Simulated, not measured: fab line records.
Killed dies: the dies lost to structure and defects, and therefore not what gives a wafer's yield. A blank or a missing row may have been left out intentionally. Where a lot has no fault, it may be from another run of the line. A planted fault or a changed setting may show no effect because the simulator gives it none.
Check of tool commonality -- flow gf180mcu -- 12 lots and 36 wafers in the sample

## WHY THIS WAS OPENED
Of 12 lots, 2 have the reading MIM_CVD_05_THK flagged at GF_MIM_THK_MEAS_06. Wafers without a fault read 42.2 nm, standard deviation 0.61.
Rule: a lot is flagged when every wafer of it that has a number lies more than 4 standard deviations from that mean, or none has a number. All remaining lots are regarded as sound.

lot,measured,on,"MIM_CVD_05_THK (nm), wafer by wafer",flag
L462,day 24 10:07,film metro-03,41.9 42.3 42.5,
L464,day 25 05:19,film metro-04,42.2 43.2 42.9,
L466,day 25 20:52,film metro-01,42.0 43.0 42.6,
L467,day 26 07:18,film metro-03,41.4 41.5 42.6,
L468,day 26 11:05,film metro-01,42.0 41.3 42.5,
L469,day 26 18:17,film metro-01,41.3 41.0 41.4,
L475,day 28 17:21,film metro-03,42.4 42.1 43.1,
L476,day 29 08:13,film metro-04,42.2 42.0 43.1,
L479,day 30 00:12,film metro-04,41.3 42.3 42.6,
L482,day 30 16:55,film metro-01,37.6 37.6 38.0,FLAGGED
L483,day 30 21:24,film metro-04,41.6 42.7 42.3,
L484,day 31 08:30,film metro-03,37.6 37.3 37.7,FLAGGED
On average the flagged lots' numbers are 37.6 nm, which is -4.6 nm against the usual, or -7 standard deviations.

## WHICH TOOL EACH LOT WENT THROUGH
4 process steps preceding the reading are held in the record, out of 602 steps in the route. Every cell lists first the tool, next ch and the chambers used by the sampled wafers, and last the start.
lot,flag,GF_V4_SPUTTER_22,GF_V4_CVD_23,GF_MIM_SPUTTER_01,GF_MIM_CVD_05
L462,,"pvd sputter-01, day 24 09:13","cvd w-02 ch 0,1, day 24 09:17","pvd sputter-04, day 24 09:56","pecvd-04 ch 0,1, day 24 10:04"
L464,,"pvd sputter-01, day 25 04:25","cvd w-01 ch 0,1, day 25 04:30","pvd sputter-04, day 25 05:09","pecvd-04 ch 0,1,2, day 25 05:16"
L466,,"pvd sputter-04, day 25 19:58","cvd w-02 ch 0,1, day 25 20:02","pvd sputter-02, day 25 20:41","pecvd-01 ch 0,1,2, day 25 20:49"
L467,,"pvd sputter-04, day 26 06:24","cvd w-01 ch 0, day 26 06:26","pvd sputter-03, day 26 07:08","pecvd-02 ch 0,2, day 26 07:15"
L468,,"pvd sputter-01, day 26 10:06","cvd w-02 ch 0,1, day 26 10:08","pvd sputter-03, day 26 10:55","pecvd-04 ch 0,1,2, day 26 11:02"
L469,,"pvd sputter-02, day 26 17:23","cvd w-01 ch 0,1, day 26 17:26","pvd sputter-03, day 26 18:07","pecvd-02 ch 1,2, day 26 18:14"
L475,,"pvd sputter-01, day 28 16:28","cvd w-02 ch 0,1, day 28 16:30","pvd sputter-04, day 28 17:11","pecvd-02 ch 0,2, day 28 17:19"
L476,,"pvd sputter-04, day 29 07:19","cvd w-01 ch 0,1, day 29 07:21","pvd sputter-03, day 29 08:02","pecvd-01 ch 0,1,2, day 29 08:10"
L479,,"pvd sputter-04, day 29 23:19","cvd w-01 ch 0,1, day 29 23:21","pvd sputter-03, day 30 00:02","pecvd-02 ch 0,1,2, day 30 00:10"
L482,FLAGGED,"pvd sputter-02, day 30 15:42","cvd w-01 ch 0,1, day 30 15:44","pvd sputter-02, day 30 16:46","pecvd-02 ch 1,2, day 30 16:53"
L483,,"pvd sputter-04, day 30 20:31","cvd w-01 ch 0, day 30 20:33","pvd sputter-03, day 30 21:14","pecvd-01 ch 0,2, day 30 21:22"
L484,FLAGGED,"pvd sputter-02, day 31 07:37","cvd w-02 ch 0,1, day 31 07:39","pvd sputter-04, day 31 08:21","pecvd-02 ch 0,1, day 31 08:28"
These steps, and what they do:
- GF_V4_SPUTTER_22: material TiN, target thk 10 nm, time 40 s.
- GF_V4_CVD_23: deposits W, target thk 350 nm, time 104.9 s.
- GF_MIM_SPUTTER_01: material TiN, target thk 30 nm, time 25 s.
- GF_MIM_CVD_05: deposits Si3N4, target thk 42 nm, time 29.086 s.
- GF_MIM_THK_MEAS_06

## FLAGGED OVER TOTAL, TOOL BY TOOL (the gauges that took the reading come last)
step,tool,lots run,flagged,share of the flagged lots,sound lots run after its first flagged lot
GF_V4_SPUTTER_22,pvd sputter-01,4,0,none,-
GF_V4_SPUTTER_22,pvd sputter-02,3,2,all,0
GF_V4_SPUTTER_22,pvd sputter-04,5,0,none,-
GF_V4_CVD_23,cvd w-01,7,1,some,1 (L483)
GF_V4_CVD_23,cvd w-02,5,1,some,0
GF_MIM_SPUTTER_01,pvd sputter-02,2,1,some,0
GF_MIM_SPUTTER_01,pvd sputter-03,6,0,none,-
GF_MIM_SPUTTER_01,pvd sputter-04,4,1,some,0
GF_MIM_CVD_05,pecvd-01,3,0,none,-
GF_MIM_CVD_05,pecvd-02,6,2,all,0
GF_MIM_CVD_05,pecvd-04,3,0,none,-
GF_MIM_THK_MEAS_06,film metro-01,4,1,some,0
GF_MIM_THK_MEAS_06,film metro-03,4,1,some,0
GF_MIM_THK_MEAS_06,film metro-04,4,0,none,-

## WHAT THE TABLE ALLOWS
Every flagged lot went through 2 rows of the table: pvd sputter-02 at GF_V4_SPUTTER_22 and pecvd-02 at GF_MIM_CVD_05.
- pvd sputter-02 at GF_V4_SPUTTER_22 ran 3 lots, 2 of them flagged. Last sound lot L469 at day 26 17:23, first flagged lot L482 at day 30 15:42; a fault beginning in between fits.
- pecvd-02 at GF_MIM_CVD_05 ran 6 lots, 2 of them flagged. Last sound lot L479 at day 30 00:10, first flagged lot L482 at day 30 16:53; a fault beginning in between fits. Its own readings (run length s) fall more than 4 standard deviations out on all wafers of the flagged lots.
A lot count leaves these 2 tools indistinguishable: every one of them fits a fault beginning at some hour. More lots, or a look at what each step does to the wafer, might.

## WHAT THE SIMULATOR HAD INSERTED
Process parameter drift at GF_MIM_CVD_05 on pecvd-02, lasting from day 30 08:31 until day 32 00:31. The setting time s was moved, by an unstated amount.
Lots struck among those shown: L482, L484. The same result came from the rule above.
